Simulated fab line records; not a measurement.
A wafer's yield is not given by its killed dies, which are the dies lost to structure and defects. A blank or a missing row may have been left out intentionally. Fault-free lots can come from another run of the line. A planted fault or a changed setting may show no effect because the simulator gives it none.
fab line records    flow gf180mcu
[record] lots = 6  wafers = 18  lastDay = 34
route steps=602 shown STI@1
lots that met no fault: from a run of the same line without faults
startH: hours from the record's first day to the start of the lot's first wafer shown    waitH: hours elapsed since this lot's preceding step    " repeats the value in the row above    L1.1+2: several wafers, shown together as one row    - either no value or no given start    * or withheld: withheld    < > ~ a bound
route shown NAME@n: names a module that has steps shown in the file, with the first one's number in the route    usual: mean/standard deviation of fault-free wafers    same: alike in all rows    chamber/n: place in a boat    sites: the reading at each site    _std_site: their standard deviation    _edge_site: mean of outer sites minus mean of inner sites    radiusMm: how far each site lies from the wafer's centre    mask NAME#n: copy n    behind: the most recent tool/chamber to have shaped the wafer    hold: the reason the lot was held/the length of the hold in hours/how it ended    device: names the non-switching transistor (n, p or np)    end of line: the tests these same wafers got at the end of their route    a step without rows: its recipe alone    killed: the dies lost at the first sort to structure and to defects; this is not the yield of the wafer    map: per-die view of a wafer (x killed, . not killed, _ where there is no die)
set.NAME: the setting that was run; set.NAME@STEP: the one run at that earlier step    model.NAME: the simulator's own value behind a step, which no gauge read
lots at some steps of the route; a table a step, a row a wafer
services: from which hour (startH, from the record's first day; less than 0 if before it) a tool's chamber was out of use, for how many hours, and why
[[steps]]
[step GF_STI_BOW_MEAS_00]
[recipe] mode = bow
[usual] INCOMING_BOW = -1/6.4
lot.wafer  tool          chamber  startH  waitH  INCOMING_BOW[um]
L168.1     filmMetro-01  -        10.00   -      1
L168.3     "             -        "       "      -2
L168.4     "             -        "       "      -10
L177.1     filmMetro-01  -        55.00   -      -3
L177.2     "             -        "       "      7
L177.3     "             -        "       "      1
L178.3     filmMetro-04  -        60.04   -      9
L178.5     "             -        "       "      6
L178.6     "             -        "       "      1
L183.1     filmMetro-04  -        85.00   -      -1
L183.2     "             -        "       "      -10
L183.6     "             -        "       "      -9
L185.1     filmMetro-04  -        95.00   -      3
L185.2     "             -        "       "      0
L185.6     "             -        "       "      4
L190.3     filmMetro-04  -        120.04  -      3
L190.4     "             -        "       "      -3
L190.5     "             -        "       "      -3
[step GF_STI_OXIDATION_01]
[recipe] tempC = 900  ambient = O2  stabiliseS = 600  purgeS = 300  targetThkA = 100  oxTimeS = 1418
[step GF_STI_THK_MEAS_02]
[recipe] reads = SiO2_of_STI_OXIDATION_01
[usual] STI_OXIDATION_THK = 10.02/0.19
lot.wafer  tool          chamber  startH  waitH  STI_OXIDATION_THK[nm]
L168.1     filmMetro-04  -        14.07   0.0    10.20
L168.3     "             -        "       "      10.23
L168.4     "             -        "       "      10.14
L177.1     filmMetro-02  -        57.09   0.0    9.85
L177.2     "             -        "       "      9.71
L177.3     "             -        "       "      9.84
L178.3     filmMetro-01  -        61.73   0.0    10.07
L178.5     "             -        "       "      9.98
L178.6     "             -        "       "      10.14
L183.1     filmMetro-04  -        86.77   0.0    9.91
L183.2     "             -        "       "      9.99
L183.6     "             -        "       "      9.77
L185.1     filmMetro-04  -        97.07   0.0    10.00
L185.2     "             -        "       "      10.27
L185.6     "             -        "       "      10.20
L190.3     filmMetro-04  -        121.65  0.0    9.73
L190.4     "             -        "       "      9.70
L190.5     "             -        "       "      9.73
[step GF_STI_CVD_03]
[recipe] material = Si3N4  precursor = DCS/NH3  targetThkNm = 207.16  tempC = 770  timeS = 3551  pressureMtorr = 250
[step GF_STI_THK_MEAS_04]
[recipe] reads = Si3N4_of_STI_CVD_03
[usual] STI_CVD_03_THK = 207.5/2.5
lot.wafer  tool          chamber  startH  waitH  STI_CVD_03_THK[nm]
L168.1     filmMetro-02  -        16.12   0.0    206.6
L168.3     "             -        "       "      205.5
L168.4     "             -        "       "      206.0
L177.1     filmMetro-01  -        59.14   0.0    212.9
L177.2     "             -        "       "      212.2
L177.3     "             -        "       "      212.2
L178.3     filmMetro-01  -        63.78   0.0    208.5
L178.5     "             -        "       "      208.1
L178.6     "             -        "       "      208.3
L183.1     filmMetro-04  -        88.82   0.0    211.5
L183.2     "             -        "       "      210.9
L183.6     "             -        "       "      211.9
L185.1     filmMetro-02  -        99.11   0.0    206.1
L185.2     "             -        "       "      206.6
L185.6     "             -        "       "      204.9
L190.3     filmMetro-04  -        123.70  0.0    207.1
L190.4     "             -        "       "      208.7
L190.5     "             -        "       "      205.9
[step GF_STI_DEHYDRATE_05]
[recipe] tempC = 200  timeS = 60
[step GF_STI_HMDS_06]
[recipe] primeTimeS = 60  primeTempC = 120
[step GF_STI_COAT_07]
[recipe] resist = KrF  spinRpm = withheld  resistThkNm = 707.2
[step GF_STI_SOFTBAKE_08]
[recipe] tempC = 130  timeS = 60  resist = KrF
[step GF_STI_EXPOSE_09]
[recipe] maskId = COMP  targetCdNm = 220  na = 0.68  sourceShape = conventional  sigmaOuter = 0.6  doseMj = 28
[step GF_STI_PEB_10]
[recipe] pebTempC = 135  pebTimeS = 90  resist = KrF
[usual] chillPlateTempC = 22.99/0.11  exhaustPa = 45.1/0.89
lot.wafer  tool           chamber  startH  waitH  chillPlateTempC  exhaustPa
L168.1     lithoTrack-04  0        26.61   -      23.01            44.8
L168.3     "              0        "       "      22.87            44.3
L168.4     "              0        "       "      22.89            45.6
L177.1     lithoTrack-03  -        71.61   -      -                -
L177.2     "              -        "       "      -                -
L177.3     "              -        "       "      -                -
L178.3     lithoTrack-04  -        76.48   -      -                -
L178.5     "              -        "       "      -                -
L178.6     "              -        "       "      -                -
L183.1     lithoTrack-02  0        101.51  -      23.05            44.2
L183.2     "              0        "       "      22.94            44.7
L183.6     "              0        "       "      23.02            46.8
L185.1     lithoTrack-04  0        112.56  -      22.88            45.8
L185.2     "              0        "       "      22.96            45.9
L185.6     "              0        "       "      23.04            45.1
L190.3     lithoTrack-02  0        138.03  -      22.95            46.3
L190.4     "              0        "       "      23.06            45.5
L190.5     "              0        "       "      22.85            45.2
[step GF_STI_DEVELOP_11]
[recipe] developTimeS = 60  devTempC = 21
[[services]]
tool           chamber  startH  hours  kind
lithoTrack-04  -        49.94   -      consumableReplace:filter
[[key]]
[firstSign] step = GF_STI_PEB_10  reading = toolRecord  direction = missing
effect none on later readings
metAt GF_STI_PEB_10
struckWafers L177.1,L177.2,L177.3,L178.3,L178.5,L178.6
laterRowsLeftOut L177.1,L177.2,L177.3,L178.3,L178.5,L178.6
sortLeftOut L177.1,L177.2,L177.3,L178.3,L178.5,L178.6
testerLeftOut L177,L178
onsetBetween 26.61 71.61
[fault] kind = skippedStepWhole  tool = lithoTrack-03,lithoTrack-04  chamber = -  onsetH = 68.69  steps = GF_STI_PEB_10  scope = struckLotsOnly
// testerLeftOut: of these lots the tester's yield and bins aren't shown, on N5 and GAA mostly nor the transistor test; their killed dies are dies lost to structure and defects alone, not to doping, threshold or leakage, so they don't give the yield
// sortLeftOut: the simulated sort isn't trusted on such a fault, so these wafers' sort isn't shown, and their yield isn't known
// laterRowsLeftOut: the simulator's readings of these wafers behind a module that went badly wrong aren't trusted and aren't shown, but for the sort
